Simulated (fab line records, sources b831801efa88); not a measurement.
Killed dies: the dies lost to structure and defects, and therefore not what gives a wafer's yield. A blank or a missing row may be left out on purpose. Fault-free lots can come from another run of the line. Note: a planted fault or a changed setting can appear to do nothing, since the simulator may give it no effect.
fab line records	flow sky130
record: lots: 12	wafers: 36	lastDay: 50
route steps=708 shown METAL4@601 METAL5@667 PASSIVATION@684 PAD_OPEN@708
lots that met no fault: from a run of the same line without faults
startH: hours from the record's first day to the start of the lot's first wafer shown	waitH: how many hours have passed since the lot's step before this one	" as in the row above	L1.1+2: several wafers, shown together as one row	- no value present, or no start provided	* or withheld: withheld	< > ~ a bound
route shown NAME@n: NAME is a module with steps in the file, n the number in the route of the first one	usual: the fault-free wafers' mean and standard deviation	same: alike in all rows	chamber/n: place in a boat	sites: the reading at each site	_std_site: the values' standard deviation	_edge_site: the outer-site mean with the inner-site mean subtracted	radiusMm: how far each site lies from the wafer's centre	mask NAME#n: copy n	behind: tool/chamber where the wafer was last shaped	hold: reason for holding the lot/hours on hold/outcome of the hold	device: transistor that didn't switch, given as n, p or np	end of line: at the end of the route, the tests of the same wafers	where a step has no rows: the recipe by itself	killed: not the wafer's yield, but the dies lost to structure and defects at the first sort	map: the dies of a wafer, with x for killed, . for not killed, _ for no die there
set.NAME: the setting that was run; set.NAME@STEP: the one run at that earlier step	model.NAME: the simulator's own value behind a step, which no gauge read
route steps across a sampled set of lots; one table per step, one row per wafer
services: the hour from which a tool's chamber was out of use, counted from the record's first day as startH (under 0 if before that day), plus the number of hours and why
== steps ==
step: SKY_METAL4_SPUTTER_03
recipe: material: Ti	targetThkNm: 5	powerW: 3000	timeS: 3.3	chamberPressurePa: 0.4
usual: throttleValvePct: 29.8/1.2
lot.wafer	tool	chamber	startH	waitH	throttleValvePct
L951.1	pvdSputter-01	-	931.91	0.0	31.4
L951.3	"	-	"	"	29.0
L951.5	"	-	"	"	31.4
L952.2	pvdSputter-04	-	934.61	0.0	28.7
L952.3	"	-	"	"	31.3
L952.6	"	-	"	"	28.6
L954.1	pvdSputter-01	-	955.34	0.0	31.2
L954.2	"	-	"	"	29.0
L954.5	"	-	"	"	31.2
L955.1	pvdSputter-03	-	965.09	0.0	29.9
L955.2	"	-	"	"	28.1
L955.3	"	-	"	"	29.4
L957.3	pvdSputter-01	-	984.89	0.0	28.7
L957.4	"	-	"	"	31.3
L957.5	"	-	"	"	29.2
L960.1	pvdSputter-01	-	1004.62	0.0	31.4
L960.3	"	-	"	"	28.7
L960.6	"	-	"	"	28.6
L961.2	pvdSputter-01	-	1008.63	0.0	31.4
L961.5	"	-	"	"	31.1
L961.6	"	-	"	"	31.4
L962.1	pvdSputter-04	-	1016.79	0.0	29.0
L962.5	"	-	"	"	31.3
L962.6	"	-	"	"	28.6
L965.2	pvdSputter-01	-	1036.12	0.0	28.8
L965.3	"	-	"	"	31.2
L965.6	"	-	"	"	31.2
L969.1	pvdSputter-01	-	1060.37	0.0	28.6
L969.4	"	-	"	"	31.7
L969.5	"	-	"	"	31.6
L971.1	pvdSputter-01	-	1063.32	0.0	29.4
L971.3	"	-	"	"	31.4
L971.4	"	-	"	"	28.9
L972.2	pvdSputter-04	-	1077.61	0.0	30.7
L972.3	"	-	"	"	28.9
L972.4	"	-	"	"	31.3
step: SKY_METAL5_THK_MEAS_06
recipe: thkMeasGauge: xrf	reads: AlCu_of_METAL5_SPUTTER_02
usual: METAL5_ALCU_THK: 1133/18
lot.wafer	tool	chamber	startH	waitH	METAL5_ALCU_THK[nm]
L951.1	filmMetro-03	-	1006.57	0.1	1154
L951.3	"	-	"	"	1137
L951.5	"	-	"	"	1156
L952.2	filmMetro-04	-	1010.55	0.1	1128
L952.3	"	-	"	"	1134
L952.6	"	-	"	"	1134
L954.1	filmMetro-04	-	1027.95	0.1	1144
L954.2	"	-	"	"	1119
L954.5	"	-	"	"	1135
L955.1	filmMetro-04	-	1037.99	0.1	1122
L955.2	"	-	"	"	1104
L955.3	"	-	"	"	1127
L957.3	filmMetro-04	-	1056.56	0.1	1136
L957.4	"	-	"	"	1126
L957.5	"	-	"	"	1132
L960.1	filmMetro-03	-	1074.24	0.1	1143
L960.3	"	-	"	"	1141
L960.6	"	-	"	"	1140
L961.2	filmMetro-01	-	1079.02	0.1	1147
L961.5	"	-	"	"	1153
L961.6	"	-	"	"	1149
L962.1	filmMetro-03	-	1085.52	0.1	1098
L962.5	"	-	"	"	1145
L962.6	"	-	"	"	1140
L965.2	filmMetro-04	-	1103.71	0.1	1117
L965.3	"	-	"	"	1084
L965.6	"	-	"	"	1112
L969.1	filmMetro-01	-	1127.02	0.1	1151
L969.4	"	-	"	"	1165
L969.5	"	-	"	"	1154
L971.1	filmMetro-04	-	1129.04	0.1	1115
L971.3	"	-	"	"	1112
L971.4	"	-	"	"	1111
L972.2	filmMetro-03	-	1142.49	0.1	1140
L972.3	"	-	"	"	1145
L972.4	"	-	"	"	1145
step: SKY_METAL5_SOFTBAKE_10
recipe: tempC: 90	timeS: 62.38	resist: NOVOLAK
usual: plateSensorTCentreC: 90.757/0.011	plateSensorTEdgeC: 90.830/0.0094
lot.wafer	tool	chamber	startH	waitH	plateSensorTCentreC	plateSensorTEdgeC
L951.1	lithoTrack-04	0	1016.57	0.1	90.728	90.812
L951.3	"	0	"	"	90.745	90.833
L951.5	"	0	"	"	90.751	90.821
L952.2	lithoTrack-03	0	1022.03	0.1	90.754	90.833
L952.3	"	0	"	"	90.752	90.835
L952.6	"	0	"	"	90.777	90.833
L954.1	lithoTrack-04	0	1037.57	0.1	90.758	90.832
L954.2	"	0	"	"	90.758	90.821
L954.5	"	0	"	"	90.744	90.840
L955.1	lithoTrack-01	0	1049.91	0.1	90.769	90.826
L955.2	"	0	"	"	90.768	90.830
L955.3	"	0	"	"	90.763	90.845
L957.3	lithoTrack-01	0	1066.76	0.1	90.747	90.838
L957.4	"	0	"	"	90.772	90.839
L957.5	"	0	"	"	90.774	90.829
L960.1	lithoTrack-01	0	1083.36	0.1	90.754	90.825
L960.3	"	0	"	"	90.749	90.822
L960.6	"	0	"	"	90.755	90.848
L961.2	lithoTrack-03	0	1088.33	0.1	90.753	90.823
L961.5	"	0	"	"	90.770	90.839
L961.6	"	0	"	"	90.768	90.851
L962.1	lithoTrack-01	0	1096.91	0.1	90.762	90.831
L962.5	"	0	"	"	90.746	90.828
L962.6	"	0	"	"	90.753	90.840
L965.2	lithoTrack-04	0	1113.60	0.1	90.756	90.820
L965.3	"	0	"	"	90.750	90.823
L965.6	"	0	"	"	90.758	90.819
L969.1	lithoTrack-03	0	1137.00	0.1	90.759	90.826
L969.4	"	0	"	"	90.751	90.839
L969.5	"	0	"	"	90.753	90.823
L971.1	lithoTrack-03	0	1139.35	0.1	90.757	90.817
L971.3	"	0	"	"	90.761	90.835
L971.4	"	0	"	"	90.782	90.844
L972.2	lithoTrack-03	0	1150.93	0.1	90.749	90.812
L972.3	"	0	"	"	90.756	90.832
L972.4	"	0	"	"	90.741	90.821
step: SKY_PASSIVATION_THK_MEAS_03
recipe: reads: Si3N4_of_PASSIVATION_CVD_02
usual: PASSIVATION_CVD_02_THK: 539/8.3
lot.wafer	tool	chamber	startH	waitH	PASSIVATION_CVD_02_THK[nm]
L951.1	filmMetro-01	-	1030.14	-	541
L951.3	"	-	"	"	533
L951.5	"	-	"	"	557
L952.2	filmMetro-02	-	1033.68	-	542
L952.3	"	-	"	"	529
L952.6	"	-	"	"	553
L954.1	filmMetro-03	-	1050.63	-	540
L954.2	"	-	"	"	528
L954.5	"	-	"	"	550
L955.1	filmMetro-03	-	1060.19	-	550
L955.2	"	-	"	"	531
L955.3	"	-	"	"	526
L957.3	filmMetro-01	-	1078.79	-	537
L957.4	"	-	"	"	527
L957.5	"	-	"	"	548
L960.1	filmMetro-01	-	1096.28	-	529
L960.3	"	-	"	"	526
L960.6	"	-	"	"	541
L961.2	filmMetro-03	-	1100.79	-	542
L961.5	"	-	"	"	550
L961.6	"	-	"	"	541
L962.1	filmMetro-02	-	1107.13	-	534
L962.5	"	-	"	"	546
L962.6	"	-	"	"	536
L965.2	filmMetro-02	-	1124.63	-	534
L965.3	"	-	"	"	534
L965.6	"	-	"	"	551
L969.1	filmMetro-02	-	1147.67	-	534
L969.4	"	-	"	"	539
L969.5	"	-	"	"	541
L971.1	filmMetro-01	-	1148.83	-	535
L971.3	"	-	"	"	546
L971.4	"	-	"	"	555
L972.2	filmMetro-01	-	1161.63	-	528
L972.3	"	-	"	"	535
L972.4	"	-	"	"	533
step: SKY_PAD_OPEN_PROBE_99
usual: defectLimitedYield: 82.4/1.9	killed_at_M0_to_M3: 44/6.5	killed_at_M4_up: 3.0/1.5	killedAtContacts: 25/5.1	killedAtFrontEnd: 14/4.1	killedAtOther: 0.3/0.57	killedDies: 87/9.5	killedOpen: 48/6.8	killedShort: 39/6.2	sort_bin_3_pad_short: 0.8/0.42	sort_bin_5_function: 10.4/1.4	sort_bin_6_memory: 6.3/1.2	sortNPass: 405/9.5	sortYieldPct: 82.4/1.9
same: grossDies: 492	killedAtBackSide: 0	sort_bin_4_leakage[%]: 0	sort_bin_8_speed[%]: 0
lot.wafer	tool	chamber	startH	waitH	defectLimitedYield[%]	killed_at_M0_to_M3	killed_at_M4_up	killedAtContacts	killedAtFrontEnd	killedAtOther	killedDies	killedOpen	killedShort	sort_bin_3_pad_short[%]	sort_bin_5_function[%]	sort_bin_6_memory[%]	sortNPass	sortYieldPct[%]
L952.2	prober-01	-	1079.04	0.1	80.9	54	1	29	10	0	94	49	45	1.2	12.0	5.9	398	80.9
L952.3	prober-01	-	1079.09	0.2	84.8	38	3	27	7	0	75	45	30	0.8	8.9	5.5	417	84.8
L952.6	prober-01	-	1079.24	0.2	79.7	53	3	24	19	1	100	57	43	1.0	12.8	6.5	392	79.7
L954.1	prober-02	-	1094.33	0.1	81.1	41	2	37	13	0	93	46	47	0.8	10.6	7.5	399	81.1
L954.2	prober-02	-	1094.38	0.1	81.7	44	2	23	21	0	90	53	37	0.8	11.6	5.9	402	81.7
L954.5	prober-02	-	1094.53	0.2	80.5	61	3	18	13	1	96	47	49	1.6	11.2	6.7	396	80.5
L957.3	prober-01	-	1122.47	0.2	81.5	42	3	24	22	0	91	56	35	0.6	12.2	5.7	401	81.5
L957.4	prober-01	-	1122.52	0.2	81.1	50	3	25	14	1	93	47	45	0.8	11.2	6.9	399	81.1
L957.5	prober-01	-	1122.57	0.2	76.8	60	6	28	20	0	114	56	57	2.0	11.4	9.8	378	76.8
L960.1	prober-01	-	1136.53	0.1	85.2	34	2	26	11	0	73	36	37	1.0	7.9	5.9	419	85.2
L960.3	prober-01	-	1136.63	0.2	83.7	46	6	17	10	1	80	43	37	0.6	9.1	6.5	412	83.7
L960.6	prober-01	-	1136.78	0.2	82.5	44	2	25	15	0	86	45	41	0.8	12.6	4.1	406	82.5
L961.2	prober-02	-	1142.29	0.1	80.3	51	7	29	9	1	97	56	41	1.8	11.4	6.5	395	80.3
L961.5	prober-02	-	1142.44	0.2	85.2	33	0	22	18	0	73	38	35	1.4	9.6	3.9	419	85.2
L961.6	prober-02	-	1142.49	0.2	83.9	48	3	13	15	0	79	40	39	0.8	10.0	5.3	413	83.9
L962.1	prober-01	-	1148.00	0.1	82.7	42	3	25	14	1	85	48	36	0.2	10.0	7.1	407	82.7
L962.5	prober-01	-	1148.20	0.2	83.1	41	5	21	16	0	83	46	37	1.2	12.0	3.7	409	83.1
L962.6	prober-01	-	1148.25	0.2	82.5	44	4	30	8	0	86	48	38	0.8	10.6	6.1	406	82.5
L965.2	prober-02	-	1164.81	0.1	81.7	46	1	28	15	0	90	58	32	0.8	11.6	5.9	402	81.7
L965.3	prober-02	-	1164.86	0.2	81.3	45	4	26	16	1	92	46	46	0.8	12.8	5.1	400	81.3
L965.6	prober-02	-	1165.01	0.2	78.9	57	6	20	21	0	104	54	50	0.8	13.4	6.9	388	78.9
L969.1	prober-01	-	1186.11	0.1	76.0	34	46	21	15	2	118	35	41	1.8	15.9	6.3	374	76.0
L969.4	prober-01	-	1186.26	0.2	80.9	50	4	28	12	0	94	48	46	1.4	11.6	6.1	398	80.9
L969.5	prober-01	-	1186.31	0.2	83.1	38	4	29	12	0	83	41	42	0.6	9.8	6.5	409	83.1
L971.1	prober-02	-	1186.51	0.1	83.7	37	2	28	13	0	80	43	37	0.8	9.6	5.9	412	83.7
L971.3	prober-02	-	1186.61	0.2	82.5	49	3	26	8	0	86	51	35	1.2	10.2	6.1	406	82.5
L971.4	prober-02	-	1186.66	0.2	75.2	48	45	23	6	0	122	46	33	2.4	16.5	5.9	370	75.2
killed by level:class
L952.2 VIA3:geometricParticle:open=10 LOCAL_INTERCONNECT:geometricParticle:short=10 METAL1:geometricParticle:short=8 VIA1:geometricParticle:open=8 CONTACT:geometricParticle:open=7 LI_CONTACT:geometricParticle:open=6 VIA2:geometricParticle:open=6 POLY_GATE:geometricParticle:open=5
L952.3 CONTACT:geometricParticle:open=13 VIA1:geometricParticle:open=9 VIA3:geometricParticle:open=7 METAL1:geometricParticle:short=5 LI_CONTACT:geometricParticle:open=4 LOCAL_INTERCONNECT:geometricParticle:short=4 CONTACT:geometricParticle:short=4 METAL1:geometricParticle:open=3
L952.6 VIA1:geometricParticle:open=15 CONTACT:geometricParticle:open=10 VIA2:geometricParticle:open=9 METAL1:geometricParticle:short=8 LI_CONTACT:geometricParticle:open=7 FIELD_ISO:geometricParticle:short=5 VIA3:geometricParticle:open=5 FIELD_ISO:geometricParticle:open=4
L954.1 CONTACT:geometricParticle:open=14 VIA1:geometricParticle:open=10 LOCAL_INTERCONNECT:geometricParticle:short=9 METAL2:geometricParticle:short=9 VIA3:geometricParticle:open=7 LI_CONTACT:geometricParticle:open=6 CONTACT:geometricParticle:short=6 METAL1:geometricParticle:short=6
L954.2 POLY_GATE:geometricParticle:open=9 METAL2:geometricParticle:short=9 VIA3:geometricParticle:open=8 CONTACT:geometricParticle:open=7 VIA1:geometricParticle:open=6 LI_CONTACT:geometricParticle:open=5 CONTACT:geometricParticle:short=5 VIA2:geometricParticle:open=5
L954.5 VIA1:geometricParticle:open=10 VIA2:geometricParticle:open=10 METAL1:geometricParticle:short=9 VIA3:geometricParticle:open=8 METAL2:geometricParticle:short=6 POLY_GATE:geometricParticle:short=5 VIA3:geometricParticle:short=5 POLY_GATE:geometricParticle:open=4
L957.3 VIA1:geometricParticle:short=8 VIA1:geometricParticle:open=8 VIA2:geometricParticle:open=8 FIELD_ISO:geometricParticle:open=7 LI_CONTACT:geometricParticle:open=7 CONTACT:geometricParticle:open=7 POLY_GATE:geometricParticle:open=5 VIA3:geometricParticle:open=5
L957.4 VIA3:geometricParticle:open=9 CONTACT:geometricParticle:open=9 METAL1:geometricParticle:short=9 VIA1:geometricParticle:open=9 CONTACT:geometricParticle:short=7 LI_CONTACT:geometricParticle:open=5 VIA2:geometricParticle:open=5 VIA2:geometricParticle:short=5
L957.5 VIA2:geometricParticle:open=10 CONTACT:geometricParticle:open=8 VIA3:geometricParticle:open=8 LI_CONTACT:geometricParticle:open=7 CONTACT:geometricParticle:short=7 VIA1:geometricParticle:short=7 VIA1:geometricParticle:open=7 METAL2:geometricParticle:short=7
L960.1 LI_CONTACT:geometricParticle:open=8 LOCAL_INTERCONNECT:geometricParticle:short=7 METAL1:geometricParticle:short=7 CONTACT:geometricParticle:open=6 VIA1:geometricParticle:open=6 VIA2:geometricParticle:short=5 POLY_GATE:geometricParticle:open=4 CONTACT:geometricParticle:short=4
L960.3 VIA2:geometricParticle:open=11 VIA1:geometricParticle:open=9 METAL1:geometricParticle:short=7 METAL2:geometricParticle:short=6 CONTACT:geometricParticle:short=5 VIA1:geometricParticle:short=5 CONTACT:geometricParticle:open=4 FIELD_ISO:geometricParticle:short=3
L960.6 VIA2:geometricParticle:open=10 VIA1:geometricParticle:open=9 LI_CONTACT:geometricParticle:open=7 CONTACT:geometricParticle:open=6 METAL1:geometricParticle:short=6 VIA1:geometricParticle:short=5 VIA3:geometricParticle:open=5 LI_CONTACT:geometricParticle:short=4
L961.2 CONTACT:geometricParticle:open=11 VIA1:geometricParticle:open=11 LI_CONTACT:geometricParticle:open=9 METAL2:geometricParticle:short=6 VIA3:geometricParticle:open=6 VIA1:geometricParticle:short=5 METAL3:geometricParticle:short=5 LI_CONTACT:geometricParticle:short=4
L961.5 LI_CONTACT:geometricParticle:open=9 METAL2:geometricParticle:short=7 FIELD_ISO:geometricParticle:open=6 POLY_GATE:geometricParticle:short=5 CONTACT:geometricParticle:open=5 VIA1:geometricParticle:short=5 VIA1:geometricParticle:open=5 VIA3:geometricParticle:open=5
L961.6 METAL2:geometricParticle:short=11 VIA3:geometricParticle:open=10 VIA2:geometricParticle:open=8 VIA1:geometricParticle:open=5 SPACER:geometricParticle:open=4 CONTACT:geometricParticle:open=4 METAL1:geometricParticle:short=4 FIELD_ISO:geometricParticle:short=3
L962.1 LI_CONTACT:geometricParticle:open=11 VIA1:geometricParticle:open=7 VIA3:geometricParticle:open=7 METAL1:geometricParticle:short=6 VIA3:geometricParticle:short=6 FIELD_ISO:geometricParticle:open=5 CONTACT:geometricParticle:open=5 METAL3:geometricParticle:short=5
L962.5 VIA3:geometricParticle:open=11 CONTACT:geometricParticle:short=7 LI_CONTACT:geometricParticle:open=6 METAL1:geometricParticle:short=6 CONTACT:geometricParticle:open=5 METAL1:geometricParticle:open=5 FIELD_ISO:geometricParticle:short=4 FIELD_ISO:geometricParticle:open=4
L962.6 LI_CONTACT:geometricParticle:open=12 VIA1:geometricParticle:open=9 METAL1:geometricParticle:short=8 CONTACT:geometricParticle:open=6 VIA3:geometricParticle:open=6 LI_CONTACT:geometricParticle:short=5 METAL2:geometricParticle:short=5 LOCAL_INTERCONNECT:geometricParticle:short=4
L965.2 VIA3:geometricParticle:open=11 CONTACT:geometricParticle:open=11 VIA2:geometricParticle:open=9 POLY_GATE:geometricParticle:open=7 VIA1:geometricParticle:open=7 CONTACT:geometricParticle:short=5 METAL2:geometricParticle:short=5 LI_CONTACT:geometricParticle:short=4
L965.3 VIA1:geometricParticle:open=11 CONTACT:geometricParticle:open=10 LOCAL_INTERCONNECT:geometricParticle:short=8 VIA3:geometricParticle:open=7 VIA2:geometricParticle:open=6 FIELD_ISO:geometricParticle:short=5 METAL1:geometricParticle:short=5 CONTACT:geometricParticle:short=5
L965.6 VIA1:geometricParticle:open=12 CONTACT:geometricParticle:open=9 VIA1:geometricParticle:short=9 VIA2:geometricParticle:open=8 FIELD_ISO:geometricParticle:open=7 CONTACT:geometricParticle:short=7 FIELD_ISO:geometricParticle:short=6 METAL1:geometricParticle:short=6
L969.1 METAL4:unspecified=42 VIA1:geometricParticle:open=8 LOCAL_INTERCONNECT:geometricParticle:short=6 CONTACT:geometricParticle:open=6 CONTACT:geometricParticle:short=5 METAL2:geometricParticle:short=4 VIA2:geometricParticle:short=4 VIA2:geometricParticle:open=4
L969.4 VIA1:geometricParticle:open=10 METAL1:geometricParticle:short=9 VIA2:geometricParticle:open=9 CONTACT:geometricParticle:short=7 CONTACT:geometricParticle:open=7 VIA3:geometricParticle:open=7 LI_CONTACT:geometricParticle:short=5 FIELD_ISO:geometricParticle:short=4
L969.5 VIA2:geometricParticle:open=10 VIA1:geometricParticle:open=10 CONTACT:geometricParticle:short=9 LI_CONTACT:geometricParticle:open=5 LI_CONTACT:geometricParticle:short=5 LOCAL_INTERCONNECT:geometricParticle:short=5 CONTACT:geometricParticle:open=5 VIA1:geometricParticle:short=5
L971.1 CONTACT:geometricParticle:open=12 VIA3:geometricParticle:open=8 METAL1:geometricParticle:short=7 VIA1:geometricParticle:open=7 LI_CONTACT:geometricParticle:open=5 VIA1:geometricParticle:short=5 VIA2:geometricParticle:open=5 FIELD_ISO:geometricParticle:short=4
L971.3 VIA1:geometricParticle:open=14 CONTACT:geometricParticle:open=14 METAL1:geometricParticle:short=7 VIA3:geometricParticle:open=7 VIA2:geometricParticle:open=6 LI_CONTACT:geometricParticle:open=5 METAL2:geometricParticle:short=4 VIA3:geometricParticle:short=4
L971.4 METAL4:unspecified=43 VIA3:geometricParticle:open=12 VIA1:geometricParticle:open=12 LI_CONTACT:geometricParticle:open=9 CONTACT:geometricParticle:open=7 CONTACT:geometricParticle:short=4 METAL2:geometricParticle:short=4 METAL3:geometricParticle:short=4
== services ==
tool	chamber	startH	hours	kind
pvdSputter-01	-	916.74	4.8	repair
pvdSputter-03	-	928.37	8.4	repair
lithoTrack-01	-	930.17	-	consumableReplace:filter
pvdSputter-01	1	941.59	-	consumableReplace:kit
pvdSputter-01	1	941.59	18.0	scheduledDown
pvdSputter-01	1	941.59	18.0	ventCycle
pvdSputter-04	-	1023.68	0.9	repair
pvdSputter-03	1	1029.37	-	consumableReplace:kit
pvdSputter-03	1	1029.37	18.0	scheduledDown
pvdSputter-03	1	1029.37	18.0	ventCycle
pvdSputter-01	-	1066.42	2.5	repair
pvdSputter-01	0	1083.05	-	consumableReplace:kit
pvdSputter-01	0	1083.05	18.0	scheduledDown
pvdSputter-01	0	1083.05	18.0	ventCycle
pvdSputter-03	0	1109.13	-	consumableReplace:kit
pvdSputter-03	0	1109.13	18.0	scheduledDown
pvdSputter-03	0	1109.13	18.0	ventCycle
pvdSputter-03	-	1124.09	3.0	repair
pvdSputter-04	2	1124.99	-	consumableReplace:kit
pvdSputter-04	2	1124.99	18.0	scheduledDown
pvdSputter-04	2	1124.99	18.0	ventCycle
== key ==
firstSign: step: SKY_PAD_OPEN_PROBE_99	reading: killed_at_M4_up	direction: up	sigmas: 28	usual: 3.0	struck: 45.5
effect: step: SKY_PAD_OPEN_PROBE_99	reading: sort_bin_5_function	direction: up	sigmas: 4	usual: 10.4	struck: 16.2
metAt SKY_METAL4_SPUTTER_03
struckLots L969,L971
struckWafers L969.1,L971.4
notActingAt SKY_METAL5_THK_MEAS_06,SKY_METAL5_SOFTBAKE_10,SKY_PASSIVATION_THK_MEAS_03
onsetBetween 1036.12 1060.37
fault: kind: chamberParticleSource	tool: pvdSputter-01	chamber: -	onsetH: 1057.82	steps: SKY_METAL4_SPUTTER_03	ratePerVisitCm2: 0.47003	endH: 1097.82	scope: struckWafersOnly
